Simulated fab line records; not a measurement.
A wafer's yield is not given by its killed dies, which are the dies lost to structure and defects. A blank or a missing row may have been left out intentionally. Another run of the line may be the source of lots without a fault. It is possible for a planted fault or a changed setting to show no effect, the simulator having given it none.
Matching of chambers    flow gf180mcu    4 sister chambers for GF_POLY_GATE_ETCH_13 on rie-si-01
The step etches poly-Si in HBr/Cl2, stops on SiO2, target depth 198.5 nm, time 69.6 s. 4 wafers are shown with their chamber, then 7 later ones without.

== WAFERS PAIRED WITH THEIR CHAMBERS ==
wafer   chamber  drypump-motor-current-A (A)
L892.3  2        5.3
L895.5  3        6.2
L907.1  0        6.1
L907.3  1        5.1

== WAFERS WITHOUT THEIR CHAMBER ==
wafer   drypump-motor-current-A (A)
L907.6  5.0
L911.1  5.3
L911.3  6.2
L911.4  5.1
L913.2  5.3
L913.5  5.0
L913.6  5.3

== WHICH CHAMBER EACH WENT THROUGH ==
wafer   from the rows above      in truth
L907.6  1                        1
L911.1  2                        2
L911.3  can't be placed: 3 or 0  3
L911.4  1                        1
L913.2  2                        2
L913.5  1                        1
L913.6  2                        2
Placed correctly: 6 of 7. These rows do not allow placing 1 (true chamber among the candidates in 1). Wrongly placed: 0.
How it was worked out, from the rows above alone: a wafer's distance from a chamber is the root of the sum, over the readings, of the square of ((its reading less the chamber's mean) divided by the reading's scatter). The wafer belongs to the nearest chamber; if the next one is less than 2 further off, it can't be placed. Each chamber's mean is taken over the wafers shown for it. The scatter (one wafer shown for each chamber): square how far every hidden wafer sits from the nearest shown wafer, average those squares and take the square root.
